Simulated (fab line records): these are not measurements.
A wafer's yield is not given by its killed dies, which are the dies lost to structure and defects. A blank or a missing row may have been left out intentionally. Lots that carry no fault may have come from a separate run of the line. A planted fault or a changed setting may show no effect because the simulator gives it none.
Which tool did it? / flow gf180mcu / 6 lots, 18 wafers sampled, at 4 steps of a route of 602

== WHAT THE GAUGES SHOWED, per wafer ==
GF_VT_IMPLANT_TW_MEAS_43.
lot=L518; measured=day 8 09:55; on=film-metro-04; VT_IMPLANT_4_TW=704 697 699
lot=L524; measured=day 10 00:21; on=film-metro-01; VT_IMPLANT_4_TW=692 691 687
lot=L527; measured=day 10 18:40; on=film-metro-03; VT_IMPLANT_4_TW=693 688 689
lot=L530; measured=day 11 14:28; on=film-metro-04; VT_IMPLANT_4_TW=697 696 694
lot=L534; measured=day 13 08:56; on=film-metro-03; VT_IMPLANT_4_TW=568 570 569
lot=L536; measured=day 13 14:29; on=film-metro-01; VT_IMPLANT_4_TW=689 690 691

== WHICH TOOL RAN EACH LOT (tool, then ch and the chambers of the sampled wafers, then the start) ==
lot=L518; GF_DNWELL_STRIP_08=plasma-asher-01 ch 0,1, day 3 12:51; GF_VT_IMPLANT_STRIP_20=plasma-asher-01 ch 0,1, day 7 01:39; GF_VT_IMPLANT_IMPLANT_41=implanter-04 ch 0, day 8 09:42
lot=L524; GF_DNWELL_STRIP_08=plasma-asher-01 ch 1, day 4 19:16; GF_VT_IMPLANT_STRIP_20=plasma-asher-04 ch 0,1, day 8 13:52; GF_VT_IMPLANT_IMPLANT_41=implanter-02 ch 0, day 10 00:06
lot=L527; GF_DNWELL_STRIP_08=plasma-asher-01 ch 0,1, day 5 10:22; GF_VT_IMPLANT_STRIP_20=plasma-asher-04 ch 0,1, day 9 07:27; GF_VT_IMPLANT_IMPLANT_41=implanter-04 ch 0, day 10 18:26
lot=L530; GF_DNWELL_STRIP_08=plasma-asher-01 ch 0,1, day 6 02:55; GF_VT_IMPLANT_STRIP_20=plasma-asher-03 ch 0,1, day 10 02:06; GF_VT_IMPLANT_IMPLANT_41=implanter-04 ch 0, day 11 14:13
lot=L534; GF_DNWELL_STRIP_08=plasma-asher-02 ch 0,1, day 7 09:20; GF_VT_IMPLANT_STRIP_20=plasma-asher-04 ch 0,1, day 11 18:35; GF_VT_IMPLANT_IMPLANT_41=implanter-04 ch 0, day 13 08:41
lot=L536; GF_DNWELL_STRIP_08=plasma-asher-01 ch 0,1, day 7 14:36; GF_VT_IMPLANT_STRIP_20=plasma-asher-04 ch 0,1, day 11 23:15; GF_VT_IMPLANT_IMPLANT_41=implanter-02 ch 0, day 13 14:16
- GF_DNWELL_STRIP_08: strips in O2/N2.
- GF_VT_IMPLANT_STRIP_20: strips in O2/N2.
- GF_VT_IMPLANT_IMPLANT_41

== THE ANSWER, worked out from the rows above alone ==
Rule: the lots themselves supply what counts as usual. Put in order of their means at a reading, lots are off if they are a third of the lots or fewer, leave a main group of 4 or more, and stand apart from it by a gap of 3 or more times the standard deviation of the main group's means; of several such gaps the widest counts. A main group whose means are all the same, to the digits that the tables above print for the reading, isn't used. Also off: a lot with no number at a reading for which 4 or more lots have one. Any other lot the step has rows for is counted as sound.
Off: L534, seen at GF_VT_IMPLANT_TW_MEAS_43 (VT_IMPLANT_4_TW). The main group has a mean of 693 with a standard deviation of 4.1.
A tool fits if, at a process step before that reading, it ran every lot that is off, and no sound lot after the first of them. The gauges at GF_VT_IMPLANT_TW_MEAS_43 are tried like those tools. Can't be told from this: 3 tools fit, plasma-asher-02 at GF_DNWELL_STRIP_08, implanter-04 at GF_VT_IMPLANT_IMPLANT_41, film-metro-03 at GF_VT_IMPLANT_TW_MEAS_43.

== WHAT WAS PUT IN BY THE SIMULATOR ==
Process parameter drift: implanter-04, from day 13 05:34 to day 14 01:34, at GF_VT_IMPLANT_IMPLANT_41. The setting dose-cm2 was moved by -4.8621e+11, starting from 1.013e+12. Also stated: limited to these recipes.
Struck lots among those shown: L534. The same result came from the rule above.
